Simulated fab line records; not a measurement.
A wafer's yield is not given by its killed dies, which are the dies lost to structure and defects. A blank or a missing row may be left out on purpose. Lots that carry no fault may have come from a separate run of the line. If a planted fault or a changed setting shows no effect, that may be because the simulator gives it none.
Chamber matching    flow gf180mcu    GF_V5_CMP_26 on cmp-01 has 4 sister chambers
The step polishes, stops on SiO2, t overpolish 15 s, target thk 0 nm. 8 wafers are shown with their chamber, then 7 later ones without.

## WAFERS, EACH WITH ITS CHAMBER
wafer   chamber  motor current A (A)  overpolish run s (s)
L897.1  3        13.4                 15.005
L900.5  0        9.9                  14.998
L900.6  1        10.3                 15.003
L907.1  3        12.3                 15.008
L907.5  2        9.8                  15.008
L907.6  1        10.4                 15.004
L910.2  2        9.9                  14.997
L910.4  0        10.5                 15.011

## WAFERS WITHOUT THEIR CHAMBER
wafer   motor current A (A)  overpolish run s (s)
L910.5  10.5                 15.007
L915.1  10.1                 15.001
L915.5  9.6                  15.001
L915.6  10.2                 15.008
L916.4  10.3                 15.004
L916.5  10.3                 15.003
L916.6  10.7                 14.996

## WHICH CHAMBER EACH WENT THROUGH
wafer   from the rows above           in truth
L910.5  can't be placed: 1 or 0 or 2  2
L915.1  can't be placed: 2 or 0 or 1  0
L915.5  can't be placed: 2 or 0 or 1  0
L915.6  can't be placed: 0 or 1 or 2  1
L916.4  can't be placed: 1 or 0 or 2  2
L916.5  can't be placed: 1 or 0 or 2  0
L916.6  can't be placed: 1 or 0 or 2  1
Placed correctly: 0 of 7. Not placeable from these rows: 7 (in 7, the candidates include the true chamber). Number placed wrongly: 0.
How it was worked out, from the rows above alone: a wafer's distance from a chamber is the root of the sum, over the readings, of the square of ((its reading less the chamber's mean) divided by the reading's scatter). The wafer belongs to the nearest chamber; if the next one is less than 2 further off, it can't be placed. The mean given for a chamber averages the wafers shown for that chamber. The scatter: the root of (the sum of the squares of (reading less its chamber's mean) over the shown wafers, divided by (wafers less chambers)).
